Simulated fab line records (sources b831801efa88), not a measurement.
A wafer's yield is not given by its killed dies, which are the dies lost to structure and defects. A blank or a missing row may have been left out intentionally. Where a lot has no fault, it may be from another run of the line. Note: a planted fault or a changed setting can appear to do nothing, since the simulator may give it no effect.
Chamber matching / flow gf180mcu / 4 sister chambers for GF_V2_ETCH_16 on rie_diel-04
The step etches BARC in N2/H2. 27 wafers are shown with their chamber, then 12 later ones without.

WAFERS WITH THEIR CHAMBER
wafer=L074.2; chamber=0; drypump_motor_current_A (A)=5.7; oes_product_au (a.u.)=0.855; throttle_valve_pct (%)=13.219
wafer=L074.4; chamber=2; drypump_motor_current_A (A)=5.5; oes_product_au (a.u.)=0.853; throttle_valve_pct (%)=13.212
wafer=L074.6; chamber=1; drypump_motor_current_A (A)=5.4; oes_product_au (a.u.)=0.862; throttle_valve_pct (%)=13.225
wafer=L078.1; chamber=1; drypump_motor_current_A (A)=5.4; oes_product_au (a.u.)=0.846; throttle_valve_pct (%)=13.239
wafer=L078.2; chamber=3; drypump_motor_current_A (A)=5.3; oes_product_au (a.u.)=0.851; throttle_valve_pct (%)=13.225
wafer=L078.3; chamber=0; drypump_motor_current_A (A)=5.8; oes_product_au (a.u.)=0.852; throttle_valve_pct (%)=13.234
wafer=L078.4; chamber=2; drypump_motor_current_A (A)=5.5; oes_product_au (a.u.)=0.851; throttle_valve_pct (%)=13.236
wafer=L078.5; chamber=2; drypump_motor_current_A (A)=5.5; oes_product_au (a.u.)=0.853; throttle_valve_pct (%)=13.221
wafer=L078.6; chamber=3; drypump_motor_current_A (A)=5.3; oes_product_au (a.u.)=0.851; throttle_valve_pct (%)=13.211
wafer=L079.1; chamber=3; drypump_motor_current_A (A)=5.3; oes_product_au (a.u.)=0.858; throttle_valve_pct (%)=13.233
wafer=L079.2; chamber=2; drypump_motor_current_A (A)=5.5; oes_product_au (a.u.)=0.855; throttle_valve_pct (%)=13.217
wafer=L079.4; chamber=1; drypump_motor_current_A (A)=5.4; oes_product_au (a.u.)=0.859; throttle_valve_pct (%)=13.243
wafer=L081.1; chamber=3; drypump_motor_current_A (A)=5.3; oes_product_au (a.u.)=0.849; throttle_valve_pct (%)=13.237
wafer=L081.2; chamber=0; drypump_motor_current_A (A)=5.8; oes_product_au (a.u.)=0.861; throttle_valve_pct (%)=13.212
wafer=L081.5; chamber=0; drypump_motor_current_A (A)=5.8; oes_product_au (a.u.)=0.858; throttle_valve_pct (%)=13.224
wafer=L082.1; chamber=1; drypump_motor_current_A (A)=5.4; oes_product_au (a.u.)=0.856; throttle_valve_pct (%)=13.235
wafer=L082.4; chamber=2; drypump_motor_current_A (A)=5.5; oes_product_au (a.u.)=0.859; throttle_valve_pct (%)=13.226
wafer=L082.5; chamber=1; drypump_motor_current_A (A)=5.3; oes_product_au (a.u.)=0.862; throttle_valve_pct (%)=13.222
wafer=L086.2; chamber=0; drypump_motor_current_A (A)=5.8; oes_product_au (a.u.)=0.854; throttle_valve_pct (%)=13.210
wafer=L086.4; chamber=3; drypump_motor_current_A (A)=5.3; oes_product_au (a.u.)=0.853; throttle_valve_pct (%)=13.226
wafer=L086.5; chamber=0; drypump_motor_current_A (A)=5.8; oes_product_au (a.u.)=0.860; throttle_valve_pct (%)=13.235
wafer=L091.1; chamber=1; drypump_motor_current_A (A)=5.4; oes_product_au (a.u.)=0.860; throttle_valve_pct (%)=13.217
wafer=L091.2; chamber=0; drypump_motor_current_A (A)=5.7; oes_product_au (a.u.)=0.854; throttle_valve_pct (%)=13.238
wafer=L091.3; chamber=2; drypump_motor_current_A (A)=5.5; oes_product_au (a.u.)=0.851; throttle_valve_pct (%)=13.234
wafer=L091.4; chamber=3; drypump_motor_current_A (A)=5.3; oes_product_au (a.u.)=0.856; throttle_valve_pct (%)=13.209
wafer=L091.5; chamber=1; drypump_motor_current_A (A)=5.4; oes_product_au (a.u.)=0.854; throttle_valve_pct (%)=13.230
wafer=L091.6; chamber=2; drypump_motor_current_A (A)=5.5; oes_product_au (a.u.)=0.853; throttle_valve_pct (%)=13.215

SIGNATURES, as means of the wafers listed above
reading=drypump_motor_current_A; chamber 0=5.771; chamber 1=5.386; chamber 2=5.500; chamber 3=5.300; scatter within a chamber=0.0315
reading=oes_product_au; chamber 0=0.85629; chamber 1=0.85700; chamber 2=0.85357; chamber 3=0.85300; scatter within a chamber=0.004
reading=throttle_valve_pct; chamber 0=13.22457; chamber 1=13.23014; chamber 2=13.22300; chamber 3=13.22350; scatter within a chamber=0.0104
Rule: for each reading, subtract the chamber's mean from the wafer's reading, divide by that reading's scatter and square the result; add these up over the readings and take the root, which gives the wafer's distance from the chamber. The wafer belongs to the nearest chamber; if the next one is less than 2 further off, it can't be placed. The scatter: take each reading less its chamber's mean, square it, sum over the shown wafers, divide by the number of wafers less the number of chambers, and take the root.

WAFERS WITH NO CHAMBER GIVEN
wafer=L094.2; drypump_motor_current_A (A)=5.4; oes_product_au (a.u.)=0.861; throttle_valve_pct (%)=13.215
wafer=L094.5; drypump_motor_current_A (A)=5.8; oes_product_au (a.u.)=0.859; throttle_valve_pct (%)=13.238
wafer=L094.6; drypump_motor_current_A (A)=5.3; oes_product_au (a.u.)=0.856; throttle_valve_pct (%)=13.225
wafer=L096.1; drypump_motor_current_A (A)=5.3; oes_product_au (a.u.)=0.855; throttle_valve_pct (%)=13.218
wafer=L096.2; drypump_motor_current_A (A)=5.4; oes_product_au (a.u.)=0.851; throttle_valve_pct (%)=13.233
wafer=L096.3; drypump_motor_current_A (A)=5.8; oes_product_au (a.u.)=0.852; throttle_valve_pct (%)=13.216
wafer=L096.4; drypump_motor_current_A (A)=5.8; oes_product_au (a.u.)=0.845; throttle_valve_pct (%)=13.233
wafer=L096.5; drypump_motor_current_A (A)=5.4; oes_product_au (a.u.)=0.853; throttle_valve_pct (%)=13.232
wafer=L096.6; drypump_motor_current_A (A)=5.3; oes_product_au (a.u.)=0.854; throttle_valve_pct (%)=13.224
wafer=L097.1; drypump_motor_current_A (A)=5.5; oes_product_au (a.u.)=0.860; throttle_valve_pct (%)=13.206
wafer=L097.3; drypump_motor_current_A (A)=5.4; oes_product_au (a.u.)=0.858; throttle_valve_pct (%)=13.235
wafer=L097.4; drypump_motor_current_A (A)=5.8; oes_product_au (a.u.)=0.855; throttle_valve_pct (%)=13.231

THE CHAMBER EACH PASSED THROUGH
wafer=L094.2; from the rows above=can't be placed: 1 or 2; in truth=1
wafer=L094.5; from the rows above=0; in truth=0
wafer=L094.6; from the rows above=3; in truth=3
wafer=L096.1; from the rows above=3; in truth=3
wafer=L096.2; from the rows above=can't be placed: 1 or 3 or 2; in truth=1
wafer=L096.3; from the rows above=0; in truth=0
wafer=L096.4; from the rows above=0; in truth=0
wafer=L096.5; from the rows above=1; in truth=1
wafer=L096.6; from the rows above=3; in truth=3
wafer=L097.1; from the rows above=2; in truth=2
wafer=L097.3; from the rows above=1; in truth=1
wafer=L097.4; from the rows above=0; in truth=0
10 of 12 placed correctly. These rows do not allow placing 2 (true chamber among the candidates in 2). Placed wrongly: 0.
